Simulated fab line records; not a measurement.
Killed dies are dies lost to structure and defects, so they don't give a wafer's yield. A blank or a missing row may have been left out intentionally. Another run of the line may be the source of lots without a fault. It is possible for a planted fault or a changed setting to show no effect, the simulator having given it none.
The tool behind it: which one? -- flow sfqLine -- route of 325 steps, sampled at 1 step: 14 lots, 42 wafers

== WHAT THE GAUGES READ, wafer by wafer ==
The record lacks any reading of a measuring or inspecting step that a usual standard deviation could be used to judge.

== TOOL THAT RAN EACH LOT (tool first, then ch and the chambers of the sampled wafers, then the start) ==
lot,SFQ_TRILAYER_I7_VIA_BARC_OPEN_VIA_ETCH_260
L586,"rieDiel-04 ch 0,3, day 85 23:53"
L587,"rieDiel-03 ch 1,2, day 86 21:29"
L589,"rieDiel-01 ch 0,2,3, day 87 06:42"
L590,"rieDiel-04 ch 1,2,3, day 87 11:30"
L591,"rieDiel-03 ch 0,1, day 87 21:06"
L596,"rieDiel-01 ch 0,1,3, day 89 14:09"
L597,"rieDiel-03 ch 0,1,2, day 89 17:45"
L601,"rieDiel-04 ch 0,1, day 90 11:45"
L600,"rieDiel-03 ch 1,2,3, day 90 16:41"
L602,"rieDiel-04 ch 0,2,3, day 91 00:38"
L604,"rieDiel-01 ch 0,2,3, day 91 03:32"
L605,"rieDiel-04 ch 0,1, day 91 04:44"
L608,"rieDiel-01 ch 0,3, day 93 07:40"
L609,"rieDiel-04 ch 0,3, day 93 12:16"
- SFQ_TRILAYER_I7_VIA_BARC_OPEN_VIA_ETCH_260: etches BARC in O2, target depth 125 nm, time 41.7 s.

== AS READ BY THE TOOLS THEMSELVES (means over the sampled wafers that have a number; for cases with no such wafer, the mark the record gives instead) ==
SFQ_TRILAYER_I7_VIA_BARC_OPEN_VIA_ETCH_260.
lot,tool,drypumpMotorCurrentA (A),oesProductAu (a.u.),rfFwdPowerW (W)
L586,rieDiel-04,5.8,0.687,494.8
L587,rieDiel-03,5.8,0.683,495.9
L589,rieDiel-01,5.6,0.681,496.6
L590,rieDiel-04,5.7,0.684,496.1
L591,rieDiel-03,5.8,0.687,494.0
L596,rieDiel-01,5.6,0.681,496.7
L597,rieDiel-03,6.1,0.689,695.9
L601,rieDiel-04,5.5,0.687,497.5
L600,rieDiel-03,6.1,0.685,696.1
L602,rieDiel-04,5.9,0.685,495.0
L604,rieDiel-01,5.6,0.687,495.5
L605,rieDiel-04,5.8,0.688,494.3
L608,rieDiel-01,5.4,0.687,496.3
L609,rieDiel-04,5.7,0.688,495.1

== THE ANSWER, worked out from the rows above alone ==
Rule: the usual values come from the lots themselves. The widest of any qualifying gaps counts: lots, ordered by their means at a reading, are off when they make up no more than a third of the lots, leave a main group of 4 or more, and stand apart from it by 3 or more times the standard deviation of that group's means. If all means in a main group match to the digits the tables above print for the reading, that group is not used. Also off: a lot with no number at a reading for which 4 or more lots have one. Any other lot the step has rows for is counted as sound. After the gauges, taken in route order, come the tools' own readings; for these a lot's mean is taken, as printed above. The first step at which some lot is off is used, and at that step the reading that is off furthest; a lot without a number counts as furthest.
Off, at SFQ_TRILAYER_I7_VIA_BARC_OPEN_VIA_ETCH_260 on rfFwdPowerW: L597, L600. For the main group the mean is 495.6 W and the standard deviation 1.
If a tool, at that step or one of the process steps before it, ran each lot that is off and ran no sound lot following the first of them, it fits. One candidate fits, namely rieDiel-03 at SFQ_TRILAYER_I7_VIA_BARC_OPEN_VIA_ETCH_260. A fault onset in the window from L591 (day 87 21:06, its last sound lot) to L597 (day 89 17:45, its first lot off) fits.
On the lots that are off, the tool's own readings at SFQ_TRILAYER_I7_VIA_BARC_OPEN_VIA_ETCH_260 differ by more than 5 times the standard deviation of the sound lots' means, which bears it out; rfFwdPowerW reads 696.0 W there versus 495.6 W on the sound lots.

== WHAT THE SIMULATOR PUT IN ==
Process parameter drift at SFQ_TRILAYER_I7_VIA_BARC_OPEN_VIA_ETCH_260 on rieDiel-03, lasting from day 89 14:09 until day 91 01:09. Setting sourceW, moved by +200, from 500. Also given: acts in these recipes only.
Struck lots among those shown: L597, L600. Same finding as the rule above.
